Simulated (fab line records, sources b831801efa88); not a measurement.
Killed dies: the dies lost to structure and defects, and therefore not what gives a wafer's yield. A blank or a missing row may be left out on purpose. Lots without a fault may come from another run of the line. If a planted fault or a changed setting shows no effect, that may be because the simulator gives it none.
Chamber matching | flow gf180mcu | wet bench-03 running GF_DUAL_GATE_WET_ETCH_12: 3 sister chambers
The step etches SiO2 in dHF, target depth 13 nm, time 260 s. 14 wafers are shown with their chamber, then 7 later ones without.

== WAFERS, EACH WITH ITS CHAMBER ==
wafer  | chamber | bath heat duty pct (%) | run length s (s)
L116.4 | 2       | 8.2                    | 286
L116.5 | 2       | 7.3                    | 286
L116.6 | 2       | 7.7                    | 286
L119.1 | 2       | 8.0                    | 293
L119.2 | 2       | 8.5                    | 293
L119.6 | 2       | 7.4                    | 293
L123.3 | 3       | 5.1                    | 287
L123.5 | 3       | 5.3                    | 287
L123.6 | 3       | 5.5                    | 287
L124.2 | 3       | 5.5                    | 286
L124.5 | 3       | 5.6                    | 286
L124.6 | 3       | 5.3                    | 286
L125.1 | 1       | 5.5                    | 285
L125.3 | 1       | 6.0                    | 285

SIGNATURES (averages over the wafers above)
reading            | chamber 1 | chamber 2 | chamber 3 | scatter within a chamber
bath heat duty pct | 5.750     | 7.850     | 5.383     | 0.355
run length s       | 285.00    | 289.50    | 286.50    | 2.61
Rule: a wafer lies at a distance from a chamber equal to the root of the sum of squares, over the readings, of (its reading less the chamber's mean, divided by the reading's scatter). If the next closest chamber is less than 2 further off than the closest, the wafer can't be placed; otherwise it belongs to the closest. The scatter: take each reading less its chamber's mean, square it, sum over the shown wafers, divide by the number of wafers less the number of chambers, and take the root.

== WAFERS WHOSE CHAMBER IS MISSING ==
wafer  | bath heat duty pct (%) | run length s (s)
L125.4 | 6.4                    | 285
L136.1 | 7.9                    | 287
L136.2 | 7.4                    | 287
L136.6 | 7.4                    | 287
L138.2 | 7.8                    | 286
L138.3 | 8.3                    | 286
L138.4 | 7.2                    | 286

== WHICH CHAMBER EACH WENT THROUGH ==
wafer  | from the rows above     | in truth
L125.4 | can't be placed: 1 or 3 | 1
L136.1 | 2                       | 2
L136.2 | 2                       | 2
L136.6 | 2                       | 2
L138.2 | 2                       | 2
L138.3 | 2                       | 2
L138.4 | can't be placed: 2 or 1 | 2
Correct placement for 5 of the 7. Can't be placed from these rows: 2 (the true chamber is among the candidates in 2). Wrongly placed: 0.
